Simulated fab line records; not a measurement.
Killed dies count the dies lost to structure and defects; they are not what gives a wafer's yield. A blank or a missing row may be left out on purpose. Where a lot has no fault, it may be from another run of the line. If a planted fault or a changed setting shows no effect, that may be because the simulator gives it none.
Matching of chambers | flow sky130 | SKY_VIA4_CMP_21 on cmp-01: 4 sister chambers
The step polishes, stops on SiO2, t overpolish 25 s, target thk 0 nm. 8 wafers are shown with their chamber, then 7 later ones without.

## WAFERS, EACH WITH ITS CHAMBER
wafer  | chamber | motorCurrentA (A) | timeToEndpointS (s)
L162.5 | 3       | 10.2              | 125
L165.2 | 0       | 9.6               | 125
L165.4 | 3       | 10.0              | 123
L166.1 | 1       | 12.2              | 127
L166.2 | 0       | 9.6               | 126
L166.4 | 2       | 10.2              | 122
L167.1 | 1       | 12.3              | 125
L167.4 | 2       | 10.1              | 124

## WAFERS MISSING THEIR CHAMBER
wafer  | motorCurrentA (A) | timeToEndpointS (s)
L167.5 | 11.9              | 124
L168.1 | 9.3               | 128
L168.5 | 12.5              | 121
L168.6 | 9.9               | 125
L172.4 | 12.9              | 123
L172.5 | 9.8               | 122
L172.6 | 10.3              | 133

## EACH ONE'S CHAMBER
wafer  | from the rows above          | in truth
L167.5 | 1                            | 1
L168.1 | 0                            | 0
L168.5 | 1                            | 1
L168.6 | can't be placed: 3 or 2 or 0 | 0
L172.4 | 1                            | 1
L172.5 | can't be placed: 0 or 3 or 2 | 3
L172.6 | can't be placed: 3 or 2      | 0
Placed correctly: 4 of 7. Not placeable from these rows: 3 (in 2, the candidates include the true chamber). Wrongly placed: 0.
How it was worked out, from the rows above alone: a wafer's distance from a chamber is the root of the sum, over the readings, of the square of ((its reading less the chamber's mean) divided by the reading's scatter). If the next closest chamber is less than 2 further off than the closest, the wafer can't be placed; otherwise it belongs to the closest. A chamber's mean is the mean of its shown wafers. The scatter: the root of (the sum of the squares of (reading less its chamber's mean) over the shown wafers, divided by (wafers less chambers)).
